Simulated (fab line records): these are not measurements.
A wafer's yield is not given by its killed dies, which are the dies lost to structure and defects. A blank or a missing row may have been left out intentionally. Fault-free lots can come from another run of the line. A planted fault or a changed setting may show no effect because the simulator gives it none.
Matching of chambers || flow sky130 || SKY_LI_CONTACT_CMP_02 on cmp-01: 4 sister chambers
The step polishes PSG. 14 wafers are shown with their chamber, then 7 later ones without.

== WAFERS WITH THEIR CHAMBER ==
{"wafer": "L713.2", "chamber": 3, "motor current A (A)": 9.6, "time to endpoint s (s)": 25, "platen rpm (rpm)": 60.04}
{"wafer": "L713.4", "chamber": 0, "motor current A (A)": 14.6, "time to endpoint s (s)": 31, "platen rpm (rpm)": 59.98}
{"wafer": "L713.6", "chamber": 2, "motor current A (A)": 11.3, "time to endpoint s (s)": 36, "platen rpm (rpm)": 60.02}
{"wafer": "L717.2", "chamber": 3, "motor current A (A)": 9.8, "time to endpoint s (s)": 29, "platen rpm (rpm)": 60.04}
{"wafer": "L717.5", "chamber": 1, "motor current A (A)": 14.2, "time to endpoint s (s)": 39, "platen rpm (rpm)": 60.14}
{"wafer": "L717.6", "chamber": 0, "motor current A (A)": 13.4, "time to endpoint s (s)": 33, "platen rpm (rpm)": 60.03}
{"wafer": "L721.1", "chamber": 3, "motor current A (A)": 9.5, "time to endpoint s (s)": 26, "platen rpm (rpm)": 60.00}
{"wafer": "L721.3", "chamber": 0, "motor current A (A)": 14.6, "time to endpoint s (s)": 33, "platen rpm (rpm)": 59.97}
{"wafer": "L721.5", "chamber": 2, "motor current A (A)": 11.2, "time to endpoint s (s)": 34, "platen rpm (rpm)": 60.05}
{"wafer": "L722.3", "chamber": 2, "motor current A (A)": 11.3, "time to endpoint s (s)": 34, "platen rpm (rpm)": 59.99}
{"wafer": "L722.4", "chamber": 0, "motor current A (A)": 14.3, "time to endpoint s (s)": 34, "platen rpm (rpm)": 59.98}
{"wafer": "L722.6", "chamber": 1, "motor current A (A)": 13.3, "time to endpoint s (s)": 37, "platen rpm (rpm)": 59.99}
{"wafer": "L725.1", "chamber": 1, "motor current A (A)": 13.6, "time to endpoint s (s)": 39, "platen rpm (rpm)": 59.96}
{"wafer": "L725.3", "chamber": 2, "motor current A (A)": 10.6, "time to endpoint s (s)": 34, "platen rpm (rpm)": 59.98}

SIGNATURES (averages over the wafers above)
{"reading": "motor current A", "chamber 0": 14.225, "chamber 1": 13.700, "chamber 2": 11.100, "chamber 3": 9.633, "scatter within a chamber": 0.421}
{"reading": "time to endpoint s", "chamber 0": 32.75, "chamber 1": 38.33, "chamber 2": 34.50, "chamber 3": 26.67, "scatter within a chamber": 1.38}
{"reading": "platen rpm", "chamber 0": 59.9900, "chamber 1": 60.0300, "chamber 2": 60.0100, "chamber 3": 60.0267, "scatter within a chamber": 0.0499}
Rule: a wafer lies at a distance from a chamber equal to the root of the sum of squares, over the readings, of (its reading less the chamber's mean, divided by the reading's scatter). If the next closest chamber is less than 2 further off than the closest, the wafer can't be placed; otherwise it belongs to the closest. The scatter is the square root of a quotient: the sum, over the shown wafers, of each reading's squared deviation from its chamber's mean, divided by wafers minus chambers.

== WAFERS MISSING THEIR CHAMBER ==
{"wafer": "L725.5", "motor current A (A)": 13.3, "time to endpoint s (s)": 37, "platen rpm (rpm)": 59.95}
{"wafer": "L729.2", "motor current A (A)": 13.4, "time to endpoint s (s)": 39, "platen rpm (rpm)": 60.00}
{"wafer": "L729.3", "motor current A (A)": 10.2, "time to endpoint s (s)": 27, "platen rpm (rpm)": 59.95}
{"wafer": "L729.4", "motor current A (A)": 11.1, "time to endpoint s (s)": 33, "platen rpm (rpm)": 60.00}
{"wafer": "L731.4", "motor current A (A)": 14.3, "time to endpoint s (s)": 30, "platen rpm (rpm)": 60.01}
{"wafer": "L731.5", "motor current A (A)": 9.6, "time to endpoint s (s)": 25, "platen rpm (rpm)": 60.03}
{"wafer": "L731.6", "motor current A (A)": 11.0, "time to endpoint s (s)": 31, "platen rpm (rpm)": 59.93}

== EACH ONE'S CHAMBER ==
{"wafer": "L725.5", "from the rows above": "can't be placed: 1 or 0", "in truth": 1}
{"wafer": "L729.2", "from the rows above": 1, "in truth": 1}
{"wafer": "L729.3", "from the rows above": 3, "in truth": 3}
{"wafer": "L729.4", "from the rows above": 2, "in truth": 2}
{"wafer": "L731.4", "from the rows above": 0, "in truth": 0}
{"wafer": "L731.5", "from the rows above": 3, "in truth": 3}
{"wafer": "L731.6", "from the rows above": "can't be placed: 2 or 3", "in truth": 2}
Placed correctly: 5 of 7. These rows do not allow placing 2 (true chamber among the candidates in 2). Number placed wrongly: 0.
